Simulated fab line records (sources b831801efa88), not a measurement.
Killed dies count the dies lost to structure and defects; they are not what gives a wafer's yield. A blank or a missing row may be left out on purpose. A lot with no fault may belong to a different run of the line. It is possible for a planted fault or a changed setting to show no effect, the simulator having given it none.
Which tool did it?	flow gf180mcu	12 lots, 36 wafers sampled, at 5 steps of a route of 602

WHAT THE GAUGES SHOWED, per wafer
GF_LVPWELL_OVL_MEAS_07.
lot	measured	on	LVPWELL_OVL (nm)
L725	day 3 19:28	overlay-01	0.6 -1.0 0.6
L726	day 4 02:23	overlay-01	0.9 2.1 0.0
L727	day 4 09:24	overlay-02	-0.9 -1.7 -1.1
L729	day 4 20:00	overlay-01	1.0 1.6 2.4
L735	day 6 05:39	overlay-01	3.2 1.7 2.6
L738	day 6 22:17	overlay-02	2.2 0.7 -1.3
L739	day 7 03:40	overlay-01	- - -
L741	day 7 15:49	overlay-02	-0.7 0.8 0.5
L743	day 8 02:13	overlay-02	-1.1 -1.6 -2.9
L744	day 8 08:21	overlay-01	0.8 0.9 2.3
L745	day 8 15:12	overlay-02	-1.1 -0.2 1.4
L746	day 8 18:21	overlay-02	2.5 0.7 0.0

GF_LVPWELL_TW_MEAS_11.
lot	measured	on	LVPWELL_TW
L725	day 3 19:55	film metro-02	561 561 562
L726	day 4 02:50	film metro-02	559 561 562
L727	day 4 09:50	film metro-01	556 556 558
L729	day 4 20:27	film metro-01	556 554 556
L735	day 6 06:05	film metro-01	552 553 551
L738	day 6 22:43	film metro-01	548 552 550
L739	day 7 04:06	film metro-01	30 30 30
L741	day 7 16:15	film metro-02	558 556 559
L743	day 8 02:40	film metro-02	557 556 557
L744	day 8 08:48	film metro-02	560 560 558
L745	day 8 15:38	film metro-03	561 558 560
L746	day 8 18:47	film metro-01	556 555 554

GF_VT_IMPLANT_TW_MEAS_10.
lot	measured	on	VT_IMPLANT_TW
L725	day 5 14:15	film metro-04	559 563 560
L726	day 5 20:41	film metro-04	560 559 557
L727	day 6 05:46	film metro-04	559 559 558
L729	day 6 16:01	film metro-04	561 556 557
L735	day 8 06:41	film metro-01	557 559 561
L738	day 8 23:46	film metro-04	561 558 562
L739	day 9 04:54	film metro-04	559 557 562
L741	day 9 18:50	film metro-04	558 562 563
L743	day 10 06:23	film metro-03	565 563 562
L744	day 10 13:04	film metro-03	563 566 563
L745	day 10 19:36	film metro-03	567 563 567
L746	day 11 00:02	film metro-01	558 561 558

WHICH TOOL RAN EACH LOT (tool, then ch and the chambers of the sampled wafers, then the start)
lot	GF_LVPWELL_EXPOSE_04	GF_MVSD_STRIP_10
L725	iline stepper-02 ch 0, day 3 13:40	plasma asher-02 ch 0,1, day 4 09:07
L726	iline stepper-01 ch 0, day 3 20:13	plasma asher-04 ch 0,1, day 4 16:38
L727	iline stepper-01 ch 0, day 4 03:04	plasma asher-03 ch 0,1, day 4 23:38
L729	iline stepper-01 ch 0, day 4 13:22	plasma asher-04 ch 0,1, day 5 10:43
L735	iline stepper-01 ch 0, day 5 22:23	plasma asher-04 ch 0,1, day 6 21:53
L738	iline stepper-02 ch 0, day 6 14:41	plasma asher-04 ch 0,1, day 7 14:28
L739	iline stepper-02 ch 0, day 6 20:37	plasma asher-03 ch 0,1, day 7 19:56
L741	iline stepper-02 ch 0, day 7 07:54	plasma asher-04 ch 0,1, day 8 08:38
L743	iline stepper-02 ch 0, day 7 18:22	plasma asher-02 ch 0,1, day 8 19:02
L744	iline stepper-02 ch 0, day 7 23:59	plasma asher-02 ch 0,1, day 9 01:44
L745	iline stepper-01 ch 0, day 8 07:26	plasma asher-02 ch 0,1, day 9 07:59
L746	iline stepper-02 ch 0, day 8 10:44	plasma asher-02 ch 0, day 9 12:23
- GF_LVPWELL_EXPOSE_04: exposes mask LVPWELL, target cd 600 nm.
- GF_MVSD_STRIP_10: strips in O2/N2.

AS READ BY THE TOOLS THEMSELVES (means over the sampled wafers that have a number; for cases with no such wafer, the mark the record gives instead)
GF_MVSD_STRIP_10.
lot	tool	chamber pressure mTorr (mTorr)	drypump motor current A (A)	heater power w (W)	oes product au (a.u.)	strip time to endpoint s (s)
L725	plasma asher-02	1499.9	5.90	315	0.719	37.03
L726	plasma asher-04	1499.5	5.48	331	0.724	36.93
L727	plasma asher-03	1501.2	5.47	321	0.726	36.96
L729	plasma asher-04	1500.7	5.46	328	0.722	37.05
L735	plasma asher-04	1499.3	5.38	352	0.723	37.02
L738	plasma asher-04	1498.6	5.39	351	0.717	37.07
L739	plasma asher-03	1500.0	5.61	320	0.720	36.98
L741	plasma asher-04	1500.2	5.37	351	0.721	37.10
L743	plasma asher-02	1499.8	5.78	319	0.722	37.04
L744	plasma asher-02	1500.5	5.77	320	0.720	36.99
L745	plasma asher-02	1500.1	5.93	313	0.721	37.03
L746	plasma asher-02	1499.0	5.63	325	0.722	37.09

THE ANSWER, worked out from the rows above alone
Rule: usual is defined by the lots themselves. Put in order of their means at a reading, lots are off if they are a third of the lots or fewer, leave a main group of 4 or more, and stand apart from it by a gap of 3 or more times the standard deviation of the main group's means; of several such gaps the widest counts. A main group is skipped when, at the precision printed for the reading in the tables above, its means are all equal. A lot without any number at a reading at which 4 lots or more have one is off too. Any other lot the step has rows for is counted as sound. The gauges are gone through in route order, then the tools' own readings, and for those a lot's mean is taken as printed above. At the first step where some lot is off, the reading lying furthest off is the one used; lots without a number count as furthest.
Off: at GF_LVPWELL_OVL_MEAS_07 (LVPWELL_OVL), L739. Without a number there: L739. The main group: mean 0.5 nm, standard deviation 1.2.
If a tool, at a process step before that reading, ran all the lots that are off and no sound lot after the first of them, it fits. Not tried: the gauges at GF_LVPWELL_OVL_MEAS_07; whatever is off there is also off at GF_LVPWELL_TW_MEAS_11, on other tools, and gauge error can't account for it. Of those tried, none fits.

WHAT THE SIMULATOR HAD INSERTED
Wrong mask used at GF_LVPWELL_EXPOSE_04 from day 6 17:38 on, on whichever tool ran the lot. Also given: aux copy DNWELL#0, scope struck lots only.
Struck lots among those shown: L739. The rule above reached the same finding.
